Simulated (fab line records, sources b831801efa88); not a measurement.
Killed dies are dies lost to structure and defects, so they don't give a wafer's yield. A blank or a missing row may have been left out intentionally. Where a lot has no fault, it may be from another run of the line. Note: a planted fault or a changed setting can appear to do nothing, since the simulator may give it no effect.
Comparing a struck lot with a sound one :: flow sky130 :: 32 steps out of a route of 708
Sound: the wafers L812.1, L812.2, L812.5. Wafers L807.1, L807.3, L807.4 were the ones struck. The cause is given at the end.
Per side, at each step with rows, come the tool, then ch with its chambers, and then its first start. Under that, the readings that differ: sound wafers :: struck wafers :: difference of the means :: sigmas: that difference in standard deviations of wafers without a fault.
alike: same words and numbers on both sides, and readings whose means sit less than 2 such deviations apart. not compared: any withheld reading, any reading some wafer has no value for, any bound like >300 that may hide the same value, and any number with overlapping values for which the record gives no deviation.
A row with sigmas, a row that says differs or no value, or rows on one side alone: a step with any of these is where the two part. Numbers that don't overlap but have no deviation are shown without sigmas and don't part them. Lack of a reading on every wafer of one side parts them only where that side has two or more wafers.

SKY_CONTACT_ETCH_18: etches Si3N4 in CHF3/O2, stops on TiN, time 39 s, target depth 75 nm.
  sound on rie-diel-04 ch 2,3; struck on rie-diel-03 ch 0,2,3
  alike: O2_flow_sccm, drypump-motor-current-A, oes-product-au, throttle-valve-pct
  not compared: rf-hours-counter-h
then, 5 steps without rows for these wafers: SKY_CONTACT_STRIP_19 (strips in O2/N2); SKY_CONTACT_STRIP_20 (strips in post etch residue remover, time 1200 s); SKY_CONTACT_CLEAN_21 (cleans in IPA, time 180 s); SKY_CONTACT_CLEAN_22 (cleans in O3/DIW); SKY_CONTACT_SPUTTER_23 (material TiN, target thk 20 nm, time 80 s).
SKY_CONTACT_CVD_24: deposits W, target thk 340 nm, time 102.12 s.
  sound on cvd-w-02 ch 0,1, day 36 23:10; struck on cvd-w-02 ch 0,1, day 35 01:12
  alike: heater-power-w
SKY_CONTACT_RS_MEAS_25: a four-point-probe measurement.
  sound: film-metro-01 at day 36 23:17; struck: film-metro-01 at day 35 01:19
  alike: CONTACT_W_RS
SKY_CONTACT_THK_MEAS_26: measures by xrf.
  sound: film-metro-01 at day 36 23:24; struck: film-metro-01 at day 35 01:26
  alike: CONTACT_W_THK
then, 3 steps without rows for these wafers: SKY_CONTACT_CMP_27 (polishes, stops on SiO2, t overpolish 15 s, target thk 0 nm); SKY_METAL1_SPUTTER_00 (material Ti, target thk 15 nm, time 10 s); SKY_METAL1_SPUTTER_01 (material TiN, target thk 20 nm, time 16.7 s).
SKY_METAL1_SPUTTER_02: material AlCu, target thk 250 nm, time 13.3 s.
  sound: pvd-sputter-04 at day 36 23:49; struck: pvd-sputter-02 at day 35 01:50
reading: cathode-dc-power-W (W)
sound: 10600 10601 10601
struck: 13097 13098 13097
difference: +2497
sigmas: +99 or more

reading: model.AlCu_of_METAL1_SPUTTER_02.thk-nm (nm)
sound: 250.9 248.2 247.3
struck: 313.6 309.6 314.3
difference: +63.7
sigmas: 
  alike: throttle-valve-pct
SKY_METAL1_SPUTTER_03: material Ti, target thk 5 nm, time 3.3 s.
  sound: pvd-sputter-04 at day 36 23:50; struck: pvd-sputter-02 at day 35 01:52
  alike: cathode-dc-power-W, throttle-valve-pct
SKY_METAL1_SPUTTER_04: material TiN, target thk 70 nm, time 58.3 s.
  sound: pvd-sputter-04 at day 36 23:51; struck: pvd-sputter-02 at day 35 01:53
  alike: cathode-dc-power-W, throttle-valve-pct
SKY_METAL1_RS_MEAS_05: a four-point-probe measurement.
  sound: film-metro-02 at day 36 23:54; struck: film-metro-02 at day 35 01:56
reading: METAL1_ALCU_RS (ohm/sq)
sound: 0.1262 0.1278 0.1280
struck: 0.1006 0.1015 0.1002
difference: -0.0266
sigmas: -19
SKY_METAL1_THK_MEAS_06: measures by xrf.
  sound: film-metro-02 at day 37 00:01; struck: film-metro-02 at day 35 02:03
reading: METAL1_ALCU_THK (nm)
sound: 252 250 250
struck: 316 313 319
difference: +65
sigmas: +20
then, 8 steps without rows for these wafers: SKY_METAL1_DEHYDRATE_07 (time 60 s); SKY_METAL1_HMDS_08 (prime time 60 s); SKY_METAL1_COAT_09 (resist thk 60 nm); SKY_METAL1_COAT_10 (resist thk 450 nm); SKY_METAL1_SOFTBAKE_11 (time 90 s); SKY_METAL1_EXPOSE_12 (exposes mask MM1, target cd 140 nm); SKY_METAL1_PEB_13; SKY_METAL1_DEVELOP_14 (develop time 60 s).
SKY_METAL1_CD_MEAS_15: the cd target is 140 nm.
  sound: cd-sem-02 at day 38 01:46; struck: cd-sem-01 at day 36 04:37
  alike: cd-nm
SKY_METAL1_OVL_MEAS_16:
  sound: overlay-02 at day 38 01:53; struck: overlay-02 at day 36 04:44
reading: METAL1_OVL (nm)
sound: 3 10 14
struck: -6 -3 -1
difference: -12
sigmas: -2
then, 1 step without rows for these wafers: SKY_METAL1_DESCUM_17 (chemistry O2, time 8 s).
SKY_METAL1_ETCH_18: etches BARC in N2/H2, stops on SiO2, time 45.9 s, target depth 60 nm.
  sound on rie-metal-04 ch 0,1, day 38 01:58; struck on rie-metal-02 ch 0,1, day 36 04:49
  alike: drypump-motor-current-A, oes-product-au, throttle-valve-pct
  not compared: rf-hours-counter-h
SKY_METAL1_METAL_ETCH_19: etches the open film in Cl2/BCl3, stops on SiO2, target depth 360 nm, time 78 s.
  sound on rie-metal-04 ch 0,1, day 38 02:02; struck on rie-metal-02 ch 0,1, day 36 04:52
reading: oes-product-au (a.u.)
sound: 0.853 0.853 0.856
struck: 0.892 0.880 0.890
difference: +0.033
sigmas: +6
  alike: drypump-motor-current-A, mfc-cl2-sccm, throttle-valve-pct
  not compared: rf-hours-counter-h
then, 1 step without rows for these wafers: SKY_METAL1_STRIP_20 (strips in O2/N2).
-- the record jumps here: 12 days lie between the struck wafers' starts before and after (it left off in module METAL1 and takes up again in module PAD_OPEN, whose first step shown is number 708 of the route) --
SKY_PAD_OPEN_PROBE_99:
  sound: prober-01 at day 49 14:35; struck: prober-02 at day 48 08:14
reading: model.etest.met1.line-ohm-um
sound: 0.8947 0.8836 0.9269
struck: 0.7213 0.7246 0.7393
difference: -0.1733
sigmas: 

reading: model.etest.met1.rs-ohm-sq
sound: 0.1273 0.1278 0.1304
struck: 0.1013 0.1026 0.1019
difference: -0.0266
sigmas: 
  alike: defect-limited-yield, killed_at_M0_to_M3, killed_at_M4_up, killed-at-contacts, killed-at-front-end, killed-at-other, killed-dies, killed-open, killed-short, sort_bin_3_pad_short, sort_bin_5_function, sort_bin_6_memory, sort-n-pass, sort-yield-pct

## WHERE THEY PART
At SKY_METAL1_SPUTTER_02 first; at SKY_METAL1_METAL_ETCH_19 last (within this record only). Later steps at which nothing parts them and some readings are alike: SKY_PAD_OPEN_PROBE_99.

WHY: the cause the simulator had injected
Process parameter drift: pvd-sputter-02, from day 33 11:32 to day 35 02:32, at SKY_METAL1_SPUTTER_02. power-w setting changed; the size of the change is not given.
